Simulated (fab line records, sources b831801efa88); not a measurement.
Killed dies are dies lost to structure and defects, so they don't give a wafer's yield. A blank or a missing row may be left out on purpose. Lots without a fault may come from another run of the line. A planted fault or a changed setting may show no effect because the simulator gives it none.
fab line records | flow sky130
record lots=6 wafers=18 last_day=50
route steps=708 shown METAL3@558 VIA3@573 METAL4@598 PAD_OPEN@708
lots that met no fault: from a run of the same line without faults
start_h: hours from the record's first day to the start of the lot's first wafer shown | wait_h: hours since the lot's step before | " the same as in the row above | L1.1+2: a row that stands for several wafers | - no value, or no start given | * or withheld: withheld | < > ~ a bound
route shown NAME@n: a module of which the file shows steps, and the number in the route of the first | usual: mean/standard deviation of fault-free wafers | same: alike in all rows | chamber/n: place in a boat | sites: the reading at each site | _std_site: their standard deviation | _edge_site: outer sites' mean less inner sites' | radius_mm: how far each site lies from the wafer's centre | mask NAME#n: copy n | behind: the tool/chamber that last shaped the wafer | hold: why the lot was held/for how many hours/how that ended | device: the transistor (n, p or np) that didn't switch | end of line: the same wafers' tests at the end of the route | a step without rows: its recipe alone | killed: dies lost to structure and defects at the first sort, not the wafer's yield | map: a wafer's dies, x killed, . not, _ none there
set.NAME: the setting as run; set.NAME@STEP: as run at that earlier step | model.NAME: the simulator's own value behind a step, which no gauge read
lots at some steps of the route; a table a step, a row a wafer
services: from which hour (start_h, from the record's first day; less than 0 if before it) a tool's chamber was out of use, for how many hours, and why
## steps
# step SKY_METAL3_COAT_08
# recipe resist=KrF-thick spin_rpm=3000 resist_thk_nm=1140
# step SKY_METAL3_SOFTBAKE_09
# recipe temp_c=100 time_s=90 resist=KrF-thick
# step SKY_METAL3_EXPOSE_10
# recipe mask_id=MM3 na=0.68 source_shape=annular sigma_inner=0.4 sigma_outer=0.8 target_cd_nm=300 dose_mj=28
# step SKY_METAL3_PEB_11
# recipe peb_temp_c=withheld peb_time_s=withheld resist=KrF-thick
# step SKY_METAL3_DEVELOP_12
# recipe develop_time_s=60 resist=KrF-thick dev_temp_c=21
# step SKY_METAL3_CD_MEAS_13
# recipe target_cd_nm=300
# usual cd_nm=300.2/1.7
# columns lot.wafer tool chamber start_h wait_h cd_nm
L178.1 cd_sem-02 - 900.02 - 300.3
L178.3 " - " " 299.9
L178.6 " - " " 298.6
L180.1 cd_sem-02 - 915.41 - 301.2
L180.5 " - " " 300.1
L180.6 " - " " 301.7
L182.1 cd_sem-02 - 934.52 - 297.3
L182.2 " - " " 298.4
L182.4 " - " " 300.0
L185.2 cd_sem-02 - 957.89 - 298.8
L185.3 " - " " 298.1
L185.4 " - " " 298.8
L196.1 cd_sem-01 - 1029.92 - 304.2
L196.2 " - " " 305.2
L196.3 " - " " 305.2
L199.1 cd_sem-01 - 1044.17 - 300.9
L199.3 " - " " 300.8
L199.6 " - " " 300.9
# step SKY_METAL3_OVL_MEAS_14
# usual METAL3_OVL=0/5.6
# columns lot.wafer tool chamber start_h wait_h METAL3_OVL[nm]
L178.1 overlay-02 - 900.14 0.1 -4
L178.3 " - " " -3
L178.6 " - " " 2
L180.1 overlay-01 - 915.53 0.1 0
L180.5 " - " " 7
L180.6 " - " " -4
L182.1 overlay-01 - 934.64 0.1 0
L182.2 " - " " 2
L182.4 " - " " -4
L185.2 overlay-02 - 957.99 0.1 -12
L185.3 " - " " -3
L185.4 " - " " -6
L196.1 overlay-02 - 1030.04 0.1 -2
L196.2 " - " " 1
L196.3 " - " " 5
L199.1 overlay-02 - 1044.29 0.1 -2
L199.3 " - " " 0
L199.6 " - " " -11
# step SKY_METAL3_DESCUM_15
# recipe chemistry=O2 source_power_w=150 bias_power_w=0 pressure_mtorr=10 temp_c=40 time_s=8
# step SKY_METAL3_ETCH_16
# recipe chemistry=N2/H2 target=BARC ion_energy_ev=200 bias_w=100 pressure_mtorr=30 n2_flow_sccm=100 h2_flow_sccm=200 icp_w=500 stop_on=SiO2 time_s=88.2 target_depth_a=600
# step SKY_METAL3_ETCH_17
# recipe target=SiO2 stop_on=TiN chemistry=C4F8/O2/Ar source_w=1500 bias_w=1200 pressure_mtorr=40 c4f8_flow_sccm=withheld O2_flow_sccm=6 Ar_flow_sccm=300 time_s=3.9 target_depth_a=150
# step SKY_METAL3_METAL_ETCH_18
# recipe target_depth_a=8450 stop_on=SiO2 over_etch_frac=0.3 time_s=183.1 chemistry=Cl2/BCl3 resist_sidewall_deg=88 pressure_mtorr=10 icp_w=900 bias_w=48.5 Cl2_flow_sccm=60 bcl3_flow_sccm=30
# step SKY_METAL3_STRIP_19
# recipe chemistry=O2/N2 power_w=1400 pressure_mtorr=1500 platen_temp_c=withheld o2_flow_sccm=3000 n2_flow_sccm=300 overash_fraction=0.5
# step SKY_METAL3_STRIP_20
# recipe chemistry=post_etch_residue_remover time_s=1200 temp_c=72.5
# columns lot.wafer tool chamber start_h wait_h
L178.1+3+6 wet_bench-04 2 900.60 0.1
L180.1+5+6 wet_bench-01 1 916.03 0.1
L182.1+2+4 wet_bench-01 3 935.10 0.1
L185.2+3+4 wet_bench-01 1 958.45 0.1
L196.1+2+3 wet_bench-01 1 1030.50 0.1
L199.1+3+6 wet_bench-03 2 1044.75 0.1
# step SKY_METAL3_CLEAN_21
# recipe chemistry=IPA time_s=180 temp_c=25
# step SKY_METAL3_CLEAN_22
# recipe chemistry=O3/DIW dry=n2_spin
# step SKY_VIA3_HDPCVD_00
# recipe material=SiO2 target_thk_nm=1635 sigma_open_frac=0.3 time_s=272.5 temp_c=400 sih4_flow_sccm=60 pressure_mtorr=6
# step SKY_VIA3_THK_MEAS_01
# recipe reads=SiO2_of_VIA3_HDPCVD_00
# usual VIA3_HDPCVD_THK=1637/20
# columns lot.wafer tool chamber start_h wait_h VIA3_HDPCVD_THK[nm]
L178.1 film_metro-04 - 901.27 0.1 1665
L178.3 " - " " 1647
L178.6 " - " " 1661
L180.1 film_metro-03 - 916.70 0.1 1665
L180.5 " - " " 1655
L180.6 " - " " 1661
L182.1 film_metro-02 - 935.90 0.1 1625
L182.2 " - " " 1639
L182.4 " - " " 1617
L185.2 film_metro-04 - 959.16 0.1 1629
L185.3 " - " " 1606
L185.4 " - " " 1623
L196.1 film_metro-04 - 1031.16 0.1 1653
L196.2 " - " " 1662
L196.3 " - " " 1608
L199.1 film_metro-03 - 1045.47 0.1 1617
L199.3 " - " " 1615
L199.6 " - " " 1633
# step SKY_VIA3_CMP_02
# recipe material=SiO2 down_force_psi=4 platen_rpm=60 pad_velocity_m_s=0.94248
# usual motor_current_A=12.1/1.2
# columns lot.wafer tool chamber start_h wait_h motor_current_A
L178.3 cmp-01 1 901.61 0.3 11.6
L178.1 " 2 " " 12.4
L178.6 " 3 " " 11.5
L180.1 cmp-01 1 916.99 0.3 11.9
L180.6 " 3 " " 10.9
L180.5 " 0 " " 12.8
L182.2 cmp-02 1 935.96 0.0 12.3
L182.1 " 2 " " 10.1
L182.4 " 0 " " 11.9
L185.3 cmp-02 2 959.26 0.1 10.8
L185.4 " 3 " " 14.5
L185.2 " 0 " " 12.5
L196.2 cmp-01 0 1031.27 0.1 12.1
L196.1 " 1 " " 10.9
L196.3 " 2 " " 12.3
L199.1 cmp-01 1 1045.64 0.2 12.0
L199.3 " 2 " " 12.7
L199.6 " 2 " " 12.4
# step SKY_VIA3_BOW_MEAS_03
# recipe mode=bow
# usual VIA3_BOW=79/7.2
# columns lot.wafer tool chamber start_h wait_h VIA3_BOW[um]
L178.1 film_metro-02 - 901.81 0.1 80
L178.3 " - " " 65
L178.6 " - " " 77
L180.1 film_metro-04 - 917.19 0.1 82
L180.5 " - " " 89
L180.6 " - " " 91
L182.1 film_metro-02 - 936.26 0.2 82
L182.2 " - " " 74
L182.4 " - " " 76
L185.2 film_metro-03 - 959.53 0.1 78
L185.3 " - " " 87
L185.4 " - " " 80
L196.1 film_metro-02 - 1031.52 0.1 71
L196.2 " - " " 78
L196.3 " - " " 78
L199.1 film_metro-04 - 1045.94 0.2 78
L199.3 " - " " 73
L199.6 " - " " 82
# step SKY_VIA3_DEHYDRATE_04
# recipe temp_c=200 time_s=60
# step SKY_VIA3_HMDS_05
# recipe prime_time_s=60 prime_temp_c=120
# step SKY_VIA3_COAT_06
# recipe resist=BARC temp_c=withheld time_s=withheld spin_rpm=3000 resist_thk_nm=60
# step SKY_VIA3_COAT_07
# recipe resist=KrF-thick spin_rpm=3000 resist_thk_nm=450
# step SKY_VIA3_SOFTBAKE_08
# recipe temp_c=100 time_s=88.45 resist=KrF-thick
# step SKY_VIA3_EXPOSE_09
# recipe mask_id=VIM3 na=0.8 source_shape=annular sigma_inner=0.55 sigma_outer=0.85 target_cd_nm=200 dose_mj=38
# step SKY_VIA3_PEB_10
# recipe peb_temp_c=withheld peb_time_s=withheld resist=KrF-thick
# step SKY_VIA3_DEVELOP_11
# recipe develop_time_s=60 resist=KrF-thick dev_temp_c=21
# step SKY_VIA3_CD_MEAS_12
# recipe target_cd_nm=200
# usual cd_nm=200.4/1.7
# columns lot.wafer tool chamber start_h wait_h cd_nm
L178.1 cd_sem-02 - 926.72 - 199.7
L178.3 " - " " 200.9
L178.6 " - " " 200.8
L180.1 cd_sem-02 - 942.22 - 199.8
L180.5 " - " " 201.1
L180.6 " - " " 200.3
L182.1 cd_sem-01 - 960.56 - 201.8
L182.2 " - " " 201.8
L182.4 " - " " 202.2
L185.2 cd_sem-01 - 984.10 - 198.2
L185.3 " - " " 197.0
L185.4 " - " " 199.7
L196.1 cd_sem-01 - 1053.33 - 202.6
L196.2 " - " " 201.9
L196.3 " - " " 202.4
L199.1 cd_sem-02 - 1067.96 - 199.7
L199.3 " - " " 197.8
L199.6 " - " " 200.0
# step SKY_VIA3_OVL_MEAS_13
# usual VIA3_OVL=-6/5.6
# columns lot.wafer tool chamber start_h wait_h VIA3_OVL[nm]
L178.1 overlay-02 - 926.84 0.1 8
L178.3 " - " " 4
L178.6 " - " " -3
L180.1 overlay-02 - 942.34 0.1 -6
L180.5 " - " " -9
L180.6 " - " " -1
L182.1 overlay-02 - 960.70 0.1 -3
L182.2 " - " " -8
L182.4 " - " " -8
L185.2 overlay-01 - 984.21 0.1 -7
L185.3 " - " " -8
L185.4 " - " " -8
L196.1 overlay-02 - 1053.45 0.1 4
L196.2 " - " " -14
L196.3 " - " " -4
L199.1 overlay-02 - 1068.08 0.1 -4
L199.3 " - " " -7
L199.6 " - " " 4
# step SKY_VIA3_ETCH_14
# recipe chemistry=N2/H2 target=BARC ion_energy_ev=200 source_w=512.5 bias_w=100 pressure_mtorr=30 n2_flow_sccm=100 h2_flow_sccm=200 stop_on=SiO2 time_s=45.9 target_depth_a=600
# usual drypump_motor_current_A=5.62/0.28 oes_product_au=0.855/0.0046 throttle_valve_pct=13.222/0.0088
# columns lot.wafer tool chamber start_h wait_h drypump_motor_current_A oes_product_au rf_hours_counter_h throttle_valve_pct
L178.1 rie_diel-03 3 926.87 0.0 5.36 0.857 2 13.220
L178.3 " 0 " " 5.04 0.850 8 13.201
L178.6 " 1 " " 5.86 0.861 - 13.230
L180.1 rie_diel-04 0 942.37 0.0 5.74 0.846 23 13.228
L180.5 " 0 " " 5.74 0.852 - 13.215
L180.6 " 3 " " 5.64 0.850 - 13.215
L182.1 rie_diel-02 1 960.73 0.0 5.32 0.848 10 13.214
L182.2 " 2 " " 5.96 0.849 12 13.212
L182.4 " 0 " " 5.55 0.849 17 13.221
L185.2 rie_diel-04 2 984.24 0.0 5.49 0.860 17 13.211
L185.3 " 1 " " 5.68 0.850 9 13.241
L185.4 " 3 " " 5.63 0.854 - 13.224
L196.1 rie_diel-02 1 1053.49 0.0 5.30 0.863 12 13.228
L196.2 " 0 " " 5.56 0.855 20 13.215
L196.3 " 2 " " 5.98 0.856 15 13.244
L199.1 rie_diel-03 0 1068.11 0.0 5.09 0.851 13 13.246
L199.3 " 3 " " 5.37 0.855 7 13.223
L199.6 " 1 " " 5.85 0.859 - 13.218
# step SKY_VIA3_ETCH_15
# recipe target=SiO2 chemistry=C4F8/O2/Ar target_depth_nm=507 stop_on=TiN mask_material=KrF-thick source_w=1500 bias_w=1200 pressure_mtorr=40 c4f8_flow_sccm=withheld O2_flow_sccm=6 Ar_flow_sccm=300 time_s=78
# usual oes_product_au=0.946/0.0048
# columns lot.wafer tool chamber start_h wait_h oes_product_au rf_hours_counter_h
L178.1 rie_diel-03 3 926.92 0.0 0.948 2
L178.3 " 0 " " 0.944 8
L178.6 " 1 " " 0.943 -
L180.1 rie_diel-04 0 942.42 0.0 0.946 23
L180.5 " 0 " " 0.943 -
L180.6 " 3 " " 0.944 -
L182.1 rie_diel-02 1 960.77 0.0 0.940 10
L182.2 " 2 " " 0.953 12
L182.4 " 0 " " 0.950 17
L185.2 rie_diel-04 2 984.28 0.0 0.950 17
L185.3 " 1 " " 0.950 9
L185.4 " 3 " " 0.948 -
L196.1 rie_diel-02 1 1053.53 0.0 0.934 12
L196.2 " 0 " " 0.941 20
L196.3 " 2 " " 0.944 15
L199.1 rie_diel-03 0 1068.16 0.0 0.942 13
L199.3 " 3 " " 0.947 7
L199.6 " 1 " " 0.947 -
# step SKY_VIA3_STRIP_16
# recipe chemistry=O2/N2 power_w=1400 pressure_mtorr=1500 platen_temp_c=withheld o2_flow_sccm=3000 n2_flow_sccm=300 overash_fraction=0.5
# step SKY_VIA3_STRIP_17
# recipe chemistry=post_etch_residue_remover time_s=1200 temp_c=72.5
# step SKY_VIA3_CLEAN_18
# recipe chemistry=IPA time_s=180 temp_c=25
# step SKY_VIA3_CLEAN_19
# recipe chemistry=O3/DIW dry=n2_spin
# step SKY_VIA3_SPUTTER_20
# recipe material=TiN target_thk_nm=20 chamber_pressure_pa=5 power_w=4000 time_s=80
# step SKY_VIA3_CVD_21
# recipe material=W target_thk_nm=390 time_s=117.31 temp_c=400 pressure_torr=40
# step SKY_VIA3_RS_MEAS_22
# recipe thk_meas_gauge=four-point-probe reads=W_of_VIA3_CVD_21+TiN_of_VIA3_SPUTTER_20
# usual VIA3_W_RS=0.292/0.0043
# columns lot.wafer tool chamber start_h wait_h VIA3_W_RS[ohm/sq]
L178.1 film_metro-02 - 927.76 0.1 0.290
L178.3 " - " " 0.285
L178.6 " - " " 0.291
L180.1 film_metro-03 - 943.25 0.1 0.294
L180.5 " - " " 0.290
L180.6 " - " " 0.296
L182.1 film_metro-03 - 961.64 0.1 0.294
L182.2 " - " " 0.300
L182.4 " - " " 0.297
L185.2 film_metro-02 - 985.17 0.1 0.293
L185.3 " - " " 0.292
L185.4 " - " " 0.293
L196.1 film_metro-03 - 1054.71 0.1 0.287
L196.2 " - " " 0.290
L196.3 " - " " 0.286
L199.1 film_metro-03 - 1069.03 0.1 0.289
L199.3 " - " " 0.297
L199.6 " - " " 0.289
# step SKY_VIA3_THK_MEAS_23
# recipe thk_meas_gauge=xrf reads=W_of_VIA3_CVD_21
# usual VIA3_W_THK=389/5.7
# columns lot.wafer tool chamber start_h wait_h VIA3_W_THK[nm]
L178.1 film_metro-02 - 927.88 0.1 384
L178.3 " - " " 389
L178.6 " - " " 384
L180.1 film_metro-03 - 943.37 0.1 387
L180.5 " - " " 393
L180.6 " - " " 386
L182.1 film_metro-03 - 961.76 0.1 386
L182.2 " - " " 376
L182.4 " - " " 381
L185.2 film_metro-02 - 985.28 0.1 389
L185.3 " - " " 390
L185.4 " - " " 386
L196.1 film_metro-03 - 1054.83 0.1 391
L196.2 " - " " 391
L196.3 " - " " 396
L199.1 film_metro-03 - 1069.15 0.1 394
L199.3 " - " " 382
L199.6 " - " " 393
# step SKY_VIA3_CMP_24
# recipe stop_on=SiO2 t_overpolish_s=20 down_force_psi=3.5 platen_rpm=60 target_thk_nm=0 pad_velocity_m_s=0.94248
# step SKY_METAL4_SPUTTER_00
# recipe material=Ti target_thk_nm=15 power_w=3000 time_s=10 chamber_pressure_pa=0.4
# usual throttle_valve_pct=30.6/0.78
# columns lot.wafer tool chamber start_h wait_h throttle_valve_pct
L178.1 pvd_sputter-01 - 928.24 0.2 30.0
L178.3 " - " " 30.4
L178.6 " - " " 29.8
L180.1 pvd_sputter-01 - 943.86 0.1 31.4
L180.5 " - " " 31.5
L180.6 " - " " 30.1
L182.1 pvd_sputter-04 - 962.12 0.2 31.7
L182.2 " - " " 32.0
L182.4 " - " " 31.6
L185.2 pvd_sputter-03 - 985.63 0.2 29.9
L185.3 " - " " 31.5
L185.4 " - " " 31.1
L196.1 pvd_sputter-01 - 1055.19 0.1 31.3
L196.2 " - " " 30.5
L196.3 " - " " 30.5
L199.1 pvd_sputter-01 - 1069.51 0.2 30.4
L199.3 " - " " 29.9
L199.6 " - " " 31.0
# step SKY_METAL4_SPUTTER_01
# recipe material=TiN target_thk_nm=20 power_w=6500 time_s=16.7 chamber_pressure_pa=0.4
# usual throttle_valve_pct=30.6/0.76
# columns lot.wafer tool chamber start_h wait_h throttle_valve_pct
L178.1 pvd_sputter-01 - 928.26 0.0 29.9
L178.3 " - " " 30.4
L178.6 " - " " 30.1
L180.1 pvd_sputter-01 - 943.89 0.0 31.1
L180.5 " - " " 31.5
L180.6 " - " " 30.3
L182.1 pvd_sputter-04 - 962.14 0.0 31.6
L182.2 " - " " 31.6
L182.4 " - " " 31.9
L185.2 pvd_sputter-03 - 985.65 0.0 30.0
L185.3 " - " " 32.0
L185.4 " - " " 31.0
L196.1 pvd_sputter-01 - 1055.21 0.0 31.1
L196.2 " - " " 30.3
L196.3 " - " " 30.5
L199.1 pvd_sputter-01 - 1069.53 0.0 30.1
L199.3 " - " " 29.9
L199.6 " - " " 31.3
# step SKY_PAD_OPEN_PROBE_99
# usual defect_limited_yield=82.4/1.9 killed_at_M0_to_M3=42/7.1 killed_at_M4_up=3.0/1.7 killed_at_contacts=25/5 killed_at_front_end=16/4.4 killed_at_other=0.5/1.4 killed_dies=87/9.2 killed_open=47/6.2 killed_short=39/6.6 sort_bin_3_pad_short=0.9/0.46 sort_bin_5_function=10.3/1.6 sort_bin_6_memory=6.4/0.99 sort_n_pass=405/9.2 sort_yield_pct=82.4/1.9
# same gross_dies=492 killed_at_back_side=0 sort_bin_4_leakage[%]=0 sort_bin_8_speed[%]=0
# columns lot.wafer tool chamber start_h wait_h defect_limited_yield[%] killed_at_M0_to_M3 killed_at_M4_up killed_at_contacts killed_at_front_end killed_at_other killed_dies killed_open killed_short sort_bin_3_pad_short[%] sort_bin_5_function[%] sort_bin_6_memory[%] sort_n_pass sort_yield_pct[%] model.etest.tester.sort_n_pass model.etest.tester.sort_yield_pct model.etest.tester.sort_bin_5_pct model.etest.tester.sort_bin_3_pct
L178.1 prober-02 - 1073.85 0.1 81.1 46 4 23 20 0 93 53 40 1.8 9.8 7.3 399 81.1 399 81.1 9.756 1.829
L178.3 prober-02 - 1073.95 0.2 81.5 42 3 29 16 1 91 45 46 0.4 12.2 5.9 401 81.5 401 81.5 12.2 0.4065
L178.6 prober-02 - 1074.10 0.2 80.7 43 4 28 20 0 95 51 43 1.6 11.4 6.3 397 80.7 397 80.69 11.38 1.626
L180.1 prober-02 - 1086.62 0.1 80.5 54 1 19 22 0 96 49 45 1.2 12.2 6.1 396 80.5 396 80.49 12.2 1.22
L180.5 prober-02 - 1086.82 0.2 82.5 51 1 22 12 0 86 49 37 1.0 9.8 6.7 406 82.5 406 82.52 9.756 1.016
L180.6 prober-02 - 1086.87 0.2 79.7 47 4 27 22 0 100 58 41 1.0 12.0 7.3 392 79.7 392 79.67 11.99 1.016
L182.1 prober-02 - 1102.95 0.1 76.0 74 3 28 12 1 118 43 36 3.3 14.6 6.1 374 76.0 374 76.02 14.63 3.252
L182.2 prober-02 - 1103.00 0.1 72.0 97 2 23 16 0 138 50 43 2.4 15.9 9.8 354 72.0 354 71.95 15.85 2.439
L182.4 prober-02 - 1103.10 0.2 75.2 87 3 17 15 0 122 37 44 4.1 14.6 6.1 370 75.2 370 75.2 14.63 4.065
L185.2 prober-01 - 1121.14 0.1 75.2 83 3 23 13 0 122 37 37 3.0 14.4 7.3 370 75.2 370 75.2 14.43 3.049
L185.3 prober-01 - 1121.19 0.2 74.0 78 3 26 19 2 128 48 35 4.1 16.5 5.5 364 74.0 364 73.98 16.46 4.065
L185.4 prober-01 - 1121.24 0.2 75.8 71 2 27 18 1 119 45 33 3.9 14.4 5.9 373 75.8 373 75.81 14.43 3.862
L196.1 prober-01 - 1177.43 0.1 82.5 47 1 20 18 0 86 47 39 0.6 10.2 6.7 406 82.5 406 82.52 10.16 0.6098
L196.2 prober-01 - 1177.48 0.1 83.1 43 2 24 13 1 83 50 32 0.4 9.8 6.7 409 83.1 409 83.13 9.756 0.4065
L196.3 prober-01 - 1177.53 0.2 84.6 42 4 18 12 0 76 39 37 0.4 8.1 6.9 416 84.6 416 84.55 8.13 0.4065
L199.1 prober-02 - 1188.30 0.1 84.1 36 3 30 9 0 78 45 33 0.8 8.7 6.3 414 84.1 414 84.15 8.74 0.813
L199.3 prober-02 - 1188.40 0.2 81.3 40 2 35 14 1 92 49 42 1.0 10.4 7.3 400 81.3 400 81.3 10.37 1.016
L199.6 prober-02 - 1188.55 0.2 81.9 41 1 25 22 0 89 50 36 1.0 11.8 5.3 403 81.9 403 81.91 11.79 1.016
# killed by level:class
L178.1 VIA1:geometric_particle:open=13 CONTACT:geometric_particle:open=8 FIELD_ISO:geometric_particle:open=6 LI_CONTACT:geometric_particle:open=6 METAL2:geometric_particle:short=6 VIA2:geometric_particle:open=6 POLY_GATE:geometric_particle:open=5 POLY_GATE:geometric_particle:short=4
L178.3 CONTACT:geometric_particle:open=10 VIA3:geometric_particle:open=9 LI_CONTACT:geometric_particle:open=6 LOCAL_INTERCONNECT:geometric_particle:short=6 VIA2:geometric_particle:open=6 VIA3:geometric_particle:short=6 METAL1:geometric_particle:short=5 FIELD_ISO:geometric_particle:short=4
L178.6 CONTACT:geometric_particle:open=13 VIA2:geometric_particle:open=11 FIELD_ISO:geometric_particle:short=7 VIA3:geometric_particle:short=6 VIA1:geometric_particle:open=6 METAL2:geometric_particle:short=5 LI_CONTACT:geometric_particle:open=5 CONTACT:geometric_particle:short=5
L180.1 VIA1:geometric_particle:open=10 LI_CONTACT:geometric_particle:open=8 VIA1:geometric_particle:short=7 FIELD_ISO:geometric_particle:short=6 CONTACT:geometric_particle:open=6 VIA3:geometric_particle:open=5 METAL1:geometric_particle:short=5 METAL2:geometric_particle:short=5
L180.5 VIA1:geometric_particle:open=13 CONTACT:geometric_particle:open=12 VIA2:geometric_particle:open=6 METAL1:geometric_particle:short=6 FIELD_ISO:geometric_particle:short=5 METAL2:geometric_particle:short=5 VIA2:geometric_particle:short=5 VIA3:geometric_particle:open=5
L180.6 VIA1:geometric_particle:open=11 FIELD_ISO:geometric_particle:open=8 CONTACT:geometric_particle:open=7 LI_CONTACT:geometric_particle:open=6 CONTACT:geometric_particle:short=5 METAL1:geometric_particle:short=5 VIA2:geometric_particle:open=5 VIA3:geometric_particle:open=5
L182.1 METAL3:unspecified=38 CONTACT:geometric_particle:open=13 VIA2:geometric_particle:short=8 FIELD_ISO:geometric_particle:open=6 LI_CONTACT:geometric_particle:open=6 VIA2:geometric_particle:open=6 METAL1:geometric_particle:short=5 VIA1:geometric_particle:open=5
L182.2 METAL3:unspecified=45 VIA1:geometric_particle:open=12 LI_CONTACT:geometric_particle:open=10 METAL2:geometric_particle:short=7 VIA2:geometric_particle:open=7 VIA3:geometric_particle:open=6 FIELD_ISO:geometric_particle:open=5 VIA1:geometric_particle:short=5
L182.4 METAL3:unspecified=41 VIA1:geometric_particle:open=7 METAL2:geometric_particle:short=7 VIA3:geometric_particle:open=6 FIELD_ISO:geometric_particle:open=5 LOCAL_INTERCONNECT:geometric_particle:short=5 CONTACT:geometric_particle:open=5 CONTACT:geometric_particle:short=5
L185.2 METAL3:unspecified=47 CONTACT:geometric_particle:open=11 VIA1:geometric_particle:open=6 VIA1:geometric_particle:short=5 METAL2:geometric_particle:short=5 VIA2:geometric_particle:open=5 POLY_GATE:geometric_particle:open=4 POLY_GATE:geometric_particle:short=4
L185.3 METAL3:unspecified=43 CONTACT:geometric_particle:open=10 VIA1:geometric_particle:open=8 FIELD_ISO:geometric_particle:open=7 LI_CONTACT:geometric_particle:open=6 METAL2:geometric_particle:short=6 FIELD_ISO:geometric_particle:short=5 LOCAL_INTERCONNECT:geometric_particle:short=5
L185.4 METAL3:unspecified=40 CONTACT:geometric_particle:open=11 VIA1:geometric_particle:open=9 LI_CONTACT:geometric_particle:open=7 POLY_GATE:geometric_particle:short=6 FIELD_ISO:geometric_particle:open=5 LOCAL_INTERCONNECT:geometric_particle:short=5 VIA1:geometric_particle:short=5
L196.1 VIA1:geometric_particle:open=14 VIA2:geometric_particle:open=8 CONTACT:geometric_particle:open=7 VIA1:geometric_particle:short=7 POLY_GATE:geometric_particle:open=6 LI_CONTACT:geometric_particle:short=6 METAL1:geometric_particle:short=6 POLY_GATE:geometric_particle:short=4
L196.2 VIA1:geometric_particle:open=11 VIA2:geometric_particle:open=10 CONTACT:geometric_particle:open=9 VIA3:geometric_particle:open=7 CONTACT:geometric_particle:short=6 METAL1:geometric_particle:short=6 FIELD_ISO:geometric_particle:open=5 FIELD_ISO:geometric_particle:short=4
L196.3 CONTACT:geometric_particle:open=7 VIA1:geometric_particle:open=7 VIA3:geometric_particle:open=6 METAL1:geometric_particle:short=6 VIA2:geometric_particle:open=6 POLY_GATE:geometric_particle:short=4 LI_CONTACT:geometric_particle:open=4 CONTACT:geometric_particle:short=4
L199.1 CONTACT:geometric_particle:open=12 VIA1:geometric_particle:open=10 LI_CONTACT:geometric_particle:open=9 METAL2:geometric_particle:short=7 VIA2:geometric_particle:open=7 METAL1:geometric_particle:short=6 FIELD_ISO:geometric_particle:short=4 CONTACT:geometric_particle:short=4
L199.3 CONTACT:geometric_particle:open=12 LI_CONTACT:geometric_particle:open=9 VIA1:geometric_particle:open=8 METAL2:geometric_particle:short=8 LI_CONTACT:geometric_particle:short=6 FIELD_ISO:geometric_particle:short=4 CONTACT:geometric_particle:short=4 VIA1:geometric_particle:short=4
L199.6 LI_CONTACT:geometric_particle:open=10 VIA1:geometric_particle:short=8 CONTACT:geometric_particle:open=7 VIA1:geometric_particle:open=7 VIA2:geometric_particle:open=7 POLY_GATE:geometric_particle:open=5 POLY_GATE:geometric_particle:short=5 CONTACT:geometric_particle:short=5
# map L182.2 (x killed, . not)
__________.x..x....._________
________x.x....x....x._______
______xxx........x......_____
_____xxx.x.....x.......x.____
____xxxxxx.x..x..x...x....___
___xxxxxxxx......x..x....x.__
__xxxxxxx.x...x.x...xx...x.._
_xxxxxxxxx.....x.........xx..
_x.xxxx.x.x.x..x....x........
_.xxx......x.....x........x.x
_x.x.xx.x....x..........x..x.
_.x...x.x.............x......
_...x............x.x.x.......
_....x..x........x.xx.....xx.
_.x..x..x.x.........x........
__....xxxx..xx.....x.x......_
___x.........x.............__
____...xx.........x....xx.___
_____x........x.x.x...x..____
______...x.....x.x.....x_____
________..x..x.x.x..x._______
__________x.x......._________
# map L185.3 (x killed, . not)
__________xxxxxxx..._________
________xxxxxxxxx.xxx._______
______xxxxxxxxxx.xx..x.x_____
_____..xxxxxxxxx..x....x.____
____...xxxxxxxx.......x...___
___.x.......x......x.....xx__
__........x....x..x........._
_..................x.........
_.........xx...x..x.x.x.x....
_.x............x..x......x.x.
_.xx...x.......x........x....
_x..x.xx..x.x..........x..x.x
_.x......x.....x.x.x.........
_x.......x.xx....xx.....x....
_..x.........xx...x.......x..
__..xx.........x..........x._
___...x......x.............__
____.................x.x..___
_____......x...x...x.x...____
______......xx..x.x....._____
________...xxxx.....xx_______
__________....x....._________
## services
# columns tool chamber start_h hours kind
rie_diel-04 3 883.66 - clean
rie_diel-04 3 883.66 26.7 scheduled_down
rie_diel-04 3 883.66 26.7 vent_cycle
pvd_sputter-01 - 888.99 3.3 repair
wet_bench-01 - 894.52 1.5 repair
pvd_sputter-01 - 899.16 1.0 repair
rie_diel-03 2 904.71 5.3 repair
rie_diel-03 0 905.24 17.4 repair
rie_diel-02 3 908.26 4.2 repair
cmp-01 - 912.02 4.0 pm
cmp-01 - 916.02 - consumable_replace:conditioner
rie_diel-04 0 958.54 4.1 repair
rie_diel-02 1 970.38 13.2 repair
cmp-02 - 980.09 0.9 repair
rie_diel-03 3 993.57 3.2 repair
pvd_sputter-03 - 996.24 3.9 repair
wet_bench-03 - 1007.06 10.8 repair
pvd_sputter-01 - 1016.29 9.8 repair
rie_diel-02 1 1031.89 1.4 repair
cmp-02 - 1039.04 7.8 pm
pvd_sputter-01 2 1048.18 - consumable_replace:kit
pvd_sputter-01 2 1048.18 18.0 scheduled_down
pvd_sputter-01 2 1048.18 18.0 vent_cycle
rie_diel-02 3 1053.26 10.1 repair
## key
first_sign step=SKY_PAD_OPEN_PROBE_99 reading=killed_at_M0_to_M3 direction=up sigmas=5.6 usual=42 struck=82
effect step=SKY_PAD_OPEN_PROBE_99 reading=sort_bin_3_pad_short direction=up sigmas=5.6 usual=0.9 struck=3.5
model_effect step=SKY_PAD_OPEN_PROBE_99 value=etest.tester.sort_n_pass without=401.8 struck=367.5
met_at SKY_METAL3_STRIP_20
struck_wafers L182.1,L182.2,L182.4,L185.2,L185.3,L185.4
onset_between 916.03 935.10
also_fits SKY_VIA3_CMP_02:cmp-02
fault kind=chamber_particle_source tool=wet_bench-01 chamber=- onset_h=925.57 steps=SKY_METAL3_STRIP_20 rate_per_visit_cm2=1.2585 end_h=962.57
